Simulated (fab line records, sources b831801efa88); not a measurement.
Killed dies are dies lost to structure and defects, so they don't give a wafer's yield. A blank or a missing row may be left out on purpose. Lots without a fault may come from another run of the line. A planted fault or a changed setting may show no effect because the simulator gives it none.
A struck lot beside a sound one | flow sky130 | 14 steps out of a route of 708
Sound: wafers L830.2, L830.3, L830.5. Struck: wafers L836.1, L836.4, L836.6. The cause comes at the end.
At each step with rows: each side's tool, then ch and its chambers, then its first start. Under that, the readings that differ: sound wafers | struck wafers | difference of the means | sigmas: that difference in standard deviations of wafers without a fault.
alike: readings whose means differ by less than 2 such deviations, and words and numbers that are the same on both sides. not compared: withheld readings, readings that some wafer has no value for, bounds like >300 that may hide the same value, and numbers for which the record gives no deviation and whose values overlap.
The two part at a step that has a row with sigmas, a row that says differs or no value, or rows on one side only. Numbers that don't overlap but have no deviation are shown without sigmas and don't part them. A reading that every wafer of one side lacks parts them only if that side has two wafers or more.

first, 4 steps without rows for these wafers: SKY_RES_XHIGH_EXPOSE_04 (exposes mask URPM, target cd 1270 nm); SKY_RES_XHIGH_PEB_05; SKY_RES_XHIGH_DEVELOP_06 (develop time 60 s); SKY_RES_XHIGH_IMPLANT_07.
SKY_RES_XHIGH_STRIP_08: strips in O2/N2.
  sound on plasma_asher-01 ch 0, day 30 18:41; struck on plasma_asher-03 ch 0,1, day 32 14:10
  alike: chamber_pressure_mTorr, drypump_motor_current_A, n2_flow_sccm, oes_product_au, strip_time_to_endpoint_s
  not compared: rf_hours_counter_h
SKY_RES_XHIGH_TW_MEAS_09:
  sound on film_metro-04, day 30 18:48; struck on film_metro-02, day 32 14:16
  alike: RES_XHIGH_TW
then, 6 steps without rows for these wafers: SKY_SD_N_DEHYDRATE_00 (time 60 s); SKY_SD_N_HMDS_01 (prime time 60 s); SKY_SD_N_COAT_02 (resist thk 1140 nm); SKY_SD_N_SOFTBAKE_03 (time 60 s); SKY_SD_N_EXPOSE_04 (exposes mask NSDM, target cd 380 nm); SKY_SD_N_PEB_05.
SKY_SD_N_DEVELOP_06: develop time 60 s.
  sound on litho_track-01 ch 0, day 31 22:58; struck on litho_track-03 ch 0, day 33 16:47
  reading              | sound             | struck            | difference | sigmas
  developer_temp_C (C) | 22.97 22.97 23.06 | 22.04 22.05 22.03 | -0.96      | -9
  alike: chill_plate_temp_C
SKY_SD_N_CD_MEAS_07: target cd 380 nm.
  sound on cd_sem-01, day 31 23:08; struck on cd_sem-01, day 33 16:56
  alike: cd_nm

WHERE THEY PART
Only at SKY_SD_N_DEVELOP_06, within this record. Later steps at which nothing parts them and some readings are alike: SKY_SD_N_CD_MEAS_07.

WHY: what the simulator had put in
Process parameter drift: litho_track-03, from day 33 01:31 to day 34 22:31, at SKY_SD_N_DEVELOP_06. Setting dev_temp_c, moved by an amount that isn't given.
